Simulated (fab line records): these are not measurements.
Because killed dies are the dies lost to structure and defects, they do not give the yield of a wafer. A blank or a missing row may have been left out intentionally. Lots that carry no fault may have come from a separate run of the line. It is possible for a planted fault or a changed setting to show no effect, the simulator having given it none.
Which tool did it? + flow gf180mcu + 12 lots with 36 wafers sampled at 6 steps, on a route of 602 steps

## WHAT EACH GAUGE READ, for each wafer
GF_HV_LDD_THK_MEAS_57. Usual: HV_LDD_CVD_56_THK 90.4 nm, standard deviation 0.93.
| lot  | measured     | on            | HV_LDD_CVD_56_THK (nm) | flag |
|------|--------------|---------------|------------------------|------|
| L539 | day 12 20:31 | film metro-02 | 90.9 90.8 91.0         |      |
| L541 | day 13 07:14 | film metro-01 | 90.8 91.1 91.8         |      |
| L544 | day 14 18:20 | film metro-02 | 90.3 89.5 90.7         |      |
| L545 | day 15 04:31 | film metro-02 | 91.4 91.5 91.7         |      |
| L548 | day 15 22:21 | film metro-01 | 91.3 91.3 91.6         |      |
| L551 | day 16 23:50 | film metro-03 | 89.6 89.6 89.6         |      |
| L554 | day 18 00:31 | film metro-01 | 139.5 140.1 139.8      | OFF  |
| L555 | day 18 07:37 | film metro-01 | 91.1 90.8 89.9         |      |
| L556 | day 18 19:01 | film metro-03 | 89.6 90.3 89.9         |      |
| L559 | day 19 18:58 | film metro-01 | 89.2 88.8 88.3         |      |
| L560 | day 20 02:21 | film metro-01 | 89.6 89.4 90.3         |      |
| L562 | day 20 23:16 | film metro-03 | 90.1 90.9 90.4         |      |

GF_V1_THK_MEAS_01. Usual: V1_CVD_00_THK 600 nm, standard deviation 7.4.
| lot  | measured     | on            | V1_CVD_00_THK (nm) | flag |
|------|--------------|---------------|--------------------|------|
| L539 | day 17 13:43 | film metro-04 | 604 602 618        |      |
| L541 | day 18 01:22 | film metro-02 | 606 596 612        |      |
| L544 | day 19 19:44 | film metro-04 | 594 606 599        |      |
| L545 | day 20 04:51 | film metro-04 | 602 604 597        |      |
| L548 | day 20 23:42 | film metro-04 | 593 597 600        |      |
| L551 | day 22 06:53 | film metro-03 | 600 604 598        |      |
| L555 | day 24 02:25 | film metro-02 | 595 606 608        |      |
| L556 | day 24 02:46 | film metro-04 | 593 601 595        |      |
| L559 | day 24 21:21 | film metro-02 | 597 597 585        |      |
| L560 | day 25 04:11 | film metro-04 | 606 602 599        |      |
| L562 | day 26 02:52 | film metro-02 | 597 600 589        |      |

GF_V1_OVL_MEAS_15. Usual: V1_OVL 2 nm, standard deviation 5.4.
| lot  | measured     | on         | V1_OVL (nm) | flag |
|------|--------------|------------|-------------|------|
| L539 | day 18 13:53 | overlay-01 | 12 10 15    |      |
| L541 | day 19 02:12 | overlay-02 | 3 5 9       |      |
| L544 | day 20 21:05 | overlay-01 | -6 9 7      |      |
| L545 | day 21 05:56 | overlay-01 | -9 -1 0     |      |
| L548 | day 22 00:32 | overlay-02 | 10 -1 8     |      |
| L551 | day 23 06:46 | overlay-02 | -3 1 -6     |      |
| L555 | day 25 00:41 | overlay-02 | -1 -3 -5    |      |
| L556 | day 25 01:38 | overlay-02 | 4 7 10      |      |
| L559 | day 25 22:20 | overlay-01 | -1 14 8     |      |
| L560 | day 26 03:45 | overlay-01 | 8 5 9       |      |
| L562 | day 27 00:38 | overlay-01 | -6 -8 -6    |      |

## WHAT TOOL EACH LOT RAN ON (gives the tool, then ch and the chambers of the sampled wafers, and finally the start)
| lot  | GF_HV_LDD_CVD_56            | GF_HV_LDD_ETCHBACK_58              | GF_SALICIDE_SPUTTER_02       |
|------|-----------------------------|------------------------------------|------------------------------|
| L539 | lpcvd-02 ch 0, day 12 19:05 | rie diel-02 ch 0,2,3, day 12 20:35 | pvd sputter-04, day 15 13:21 |
| L541 | lpcvd-02 ch 1, day 13 05:49 | rie diel-03 ch 0,3, day 13 07:18   | pvd sputter-02, day 16 00:34 |
| L544 | lpcvd-01 ch 0, day 14 16:54 | rie diel-03 ch 0,1,2, day 14 18:23 | pvd sputter-03, day 17 16:07 |
| L545 | lpcvd-02 ch 1, day 15 03:04 | rie diel-02 ch 0,1, day 15 04:33   | pvd sputter-03, day 18 01:16 |
| L548 | lpcvd-02 ch 0, day 15 20:54 | rie diel-01 ch 0,2, day 15 22:23   | pvd sputter-04, day 18 20:38 |
| L551 | lpcvd-01 ch 1, day 16 22:25 | rie diel-01 ch 0,3, day 16 23:54   | pvd sputter-04, day 20 02:32 |
| L554 | lpcvd-02 ch 1, day 17 23:05 | rie diel-02 ch 0,1,3, day 18 00:35 | -                            |
| L555 | lpcvd-01 ch 1, day 18 06:10 | rie diel-02 ch 2,3, day 18 07:40   | pvd sputter-03, day 21 09:40 |
| L556 | lpcvd-01 ch 0, day 18 17:35 | rie diel-03 ch 0,1,2, day 18 19:04 | pvd sputter-02, day 21 20:55 |
| L559 | lpcvd-01 ch 0, day 19 17:31 | rie diel-01 ch 1,3, day 19 19:01   | pvd sputter-03, day 22 21:09 |
| L560 | lpcvd-01 ch 1, day 20 00:55 | rie diel-03 ch 1,2, day 20 02:24   | pvd sputter-04, day 23 03:50 |
| L562 | lpcvd-01 ch 0, day 20 21:49 | rie diel-01 ch 0,3, day 20 23:19   | pvd sputter-03, day 23 23:00 |
- GF_HV_LDD_CVD_56: deposits Si3N4 from DCS/NH3, target thk 90 nm, time 1543 s.
- GF_HV_LDD_ETCHBACK_58: etches Si3N4 in CH3F/O2, stops on SiO2, time 100 s, target depth 90 nm.
- GF_SALICIDE_SPUTTER_02: material Co, target thk 10 nm, time 20 s.

## WHAT THE TOOLS THEMSELVES READ (means of the sampled wafers that have a number; where no wafer has one, the mark that the record gives instead)
GF_HV_LDD_CVD_56. Usual: spike tc bottom C 790 C, standard deviation 5.2; spike tc centre C 769.8 C, standard deviation 1.1; spike tc lower C 770.7 C, standard deviation 0.95; spike tc top C 782.3 C, standard deviation 2.8; spike tc upper C 770.8 C, standard deviation 1.5; susceptor temp C 769.9 C, standard deviation 0.34; zone power top pct 27.6 %, standard deviation 2.5.
| lot  | tool     | spike tc bottom C (C) | spike tc centre C (C) | spike tc lower C (C) | spike tc top C (C) | spike tc upper C (C) | susceptor temp C (C) | zone power top pct (%) | flag |
|------|----------|-----------------------|-----------------------|----------------------|--------------------|----------------------|----------------------|------------------------|------|
| L539 | lpcvd-02 | 785                   | 769.8                 | 769.7                | 780.1              | 770.0                | 770.2                | 25.0                   |      |
| L541 | lpcvd-02 | 797                   | 768.7                 | 771.7                | 781.1              | 770.5                | 769.9                | 26.4                   |      |
| L544 | lpcvd-01 | 787                   | 769.4                 | 770.4                | 784.2              | 772.4                | 769.9                | 30.9                   |      |
| L545 | lpcvd-02 | 797                   | 768.4                 | 771.1                | 782.0              | 770.6                | 770.0                | 26.4                   |      |
| L548 | lpcvd-02 | 786                   | 769.4                 | 770.4                | 779.3              | 770.1                | 769.8                | 24.9                   |      |
| L551 | lpcvd-01 | 789                   | 771.1                 | 770.4                | 786.0              | 771.5                | 769.9                | 30.7                   |      |
| L554 | lpcvd-02 | 819                   | 792.2                 | 793.3                | 803.0              | 793.4                | 770.1                | 27.6                   | OFF  |
| L555 | lpcvd-01 | 789                   | 772.0                 | 771.3                | 787.5              | 771.5                | 770.0                | 30.4                   |      |
| L556 | lpcvd-01 | 786                   | 770.4                 | 771.4                | 784.9              | 772.6                | 770.1                | 30.5                   |      |
| L559 | lpcvd-01 | 787                   | 770.2                 | 771.1                | 784.5              | 772.5                | 769.6                | 30.7                   |      |
| L560 | lpcvd-01 | 789                   | 771.1                 | 770.4                | 789.0              | 770.7                | 769.6                | 30.2                   |      |
| L562 | lpcvd-01 | 786                   | 769.6                 | 771.0                | 784.3              | 772.9                | 770.3                | 30.9                   |      |

GF_HV_LDD_ETCHBACK_58. Usual: drypump motor current A 5.7 A, standard deviation 0.46; oes product au 0.845 a.u., standard deviation 0.0067; throttle valve pct 10.562 %, standard deviation 0.0097.
| lot  | tool        | drypump motor current A (A) | oes product au (a.u.) | throttle valve pct (%) | flag |
|------|-------------|-----------------------------|-----------------------|------------------------|------|
| L539 | rie diel-02 | 5.6                         | 0.845                 | 10.552                 |      |
| L541 | rie diel-03 | 5.7                         | 0.844                 | 10.568                 |      |
| L544 | rie diel-03 | 5.8                         | 0.842                 | 10.555                 |      |
| L545 | rie diel-02 | 5.8                         | 0.850                 | 10.567                 |      |
| L548 | rie diel-01 | 5.6                         | 0.855                 | 10.557                 |      |
| L551 | rie diel-01 | 5.6                         | 0.837                 | 10.563                 |      |
| L554 | rie diel-02 | 5.5                         | 1.011                 | 10.591                 | OFF  |
| L555 | rie diel-02 | 5.4                         | 0.847                 | 10.563                 |      |
| L556 | rie diel-03 | 5.8                         | 0.845                 | 10.564                 |      |
| L559 | rie diel-01 | 5.9                         | 0.837                 | 10.553                 |      |
| L560 | rie diel-03 | 6.3                         | 0.842                 | 10.550                 |      |
| L562 | rie diel-01 | 5.6                         | 0.840                 | 10.564                 |      |

GF_SALICIDE_SPUTTER_02. Usual: throttle valve pct reads 30.5 % (standard deviation 0.93).
| lot  | tool           | throttle valve pct (%) | flag |
|------|----------------|------------------------|------|
| L539 | pvd sputter-04 | 30.7                   |      |
| L541 | pvd sputter-02 | 29.7                   |      |
| L544 | pvd sputter-03 | 30.8                   |      |
| L545 | pvd sputter-03 | 30.6                   |      |
| L548 | pvd sputter-04 | 30.7                   |      |
| L551 | pvd sputter-04 | 30.7                   |      |
| L555 | pvd sputter-03 | 30.8                   |      |
| L556 | pvd sputter-02 | 29.6                   |      |
| L559 | pvd sputter-03 | 30.8                   |      |
| L560 | pvd sputter-04 | 31.1                   |      |
| L562 | pvd sputter-03 | 30.9                   |      |

## THE ANSWER, worked out from the rows above alone
Rule: a lot is off if the mean of its wafers that have a number lies more than 3 standard deviations from the usual mean. Also off: a lot with no number at a reading for which 4 or more lots have one. Where the step has rows for the other lots, those lots are counted as sound. First the gauges in route order, then the tools' own readings, where a lot's mean is used as printed above. At the first step where some lot is off, the reading lying furthest off is the one used; lots without a number count as furthest.
Off: at GF_HV_LDD_THK_MEAS_57 (HV_LDD_CVD_56_THK), L554.
If a tool, at a process step before that reading, ran all the lots that are off and no sound lot after the first of them, it fits. Not tried: the gauges at GF_HV_LDD_THK_MEAS_57; whatever is off there is also off at GF_HV_LDD_CVD_56, on other tools, and gauge error can't account for it. One candidate fits, namely lpcvd-02 at GF_HV_LDD_CVD_56. A fault onset in the window from L548 (day 15 20:54, its last sound lot) to L554 (day 17 23:05, its first lot off) fits.
The tool's own readings at GF_HV_LDD_CVD_56 bear it out: on the lots that are off they differ by more than 5 times the standard deviation of the sound lots' means. spike tc bottom C reads 819 C there against 789 C on the sound lots; spike tc centre C reads 792.2 C there against 770.0 C on the sound lots; spike tc lower C reads 793.3 C there against 770.8 C on the sound lots; spike tc top C reads 803.0 C there against 783.9 C on the sound lots; spike tc upper C reads 793.4 C there against 771.4 C on the sound lots.

## WHAT THE SIMULATOR HAD INSERTED
lpcvd-02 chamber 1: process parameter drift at GF_HV_LDD_CVD_56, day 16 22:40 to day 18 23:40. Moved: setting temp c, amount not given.
Lots struck among those shown: L554. The rule above reached the same finding.
